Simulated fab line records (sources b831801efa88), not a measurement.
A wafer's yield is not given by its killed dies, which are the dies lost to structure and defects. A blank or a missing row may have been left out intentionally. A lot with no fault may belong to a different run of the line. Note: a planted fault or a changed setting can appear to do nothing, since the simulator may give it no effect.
Chamber matching	flow sky130	SKY_VIA2_CMP_02 on cmp-02: 4 sister chambers
The step polishes SiO2. 4 wafers are shown with their chamber, then 8 later ones without.

## EACH WAFER AND ITS CHAMBER
wafer	chamber	motor_current_A (A)
L459.2	2	9.7
L459.3	3	10.5
L459.4	0	12.8
L461.2	1	11.7

## WAFERS WITH NO CHAMBER GIVEN
wafer	motor_current_A (A)
L461.5	12.0
L461.6	9.6
L462.1	11.8
L462.2	12.5
L462.6	12.3
L463.2	10.5
L463.4	12.7
L463.5	12.0

## CHAMBER TAKEN BY EACH
wafer	from the rows above	in truth
L461.5	can't be placed: 1 or 0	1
L461.6	2	2
L462.1	1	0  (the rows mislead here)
L462.2	can't be placed: 0 or 1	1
L462.6	can't be placed: 0 or 1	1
L463.2	3	3
L463.4	0	0
L463.5	can't be placed: 1 or 0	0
Correctly placed: 3 of 8. Not placeable from these rows: 4 (in 4, the candidates include the true chamber). Wrongly placed: 1.
How it was worked out, from the rows above alone: a wafer's distance from a chamber is the root of the sum, over the readings, of the square of ((its reading less the chamber's mean) divided by the reading's scatter). If the next closest chamber is less than 2 further off than the closest, the wafer can't be placed; otherwise it belongs to the closest. Each chamber's mean is taken over the wafers shown for it. The scatter: with one shown wafer a chamber, the root of the mean of the squares of how far each hidden wafer lies from its nearest shown one.
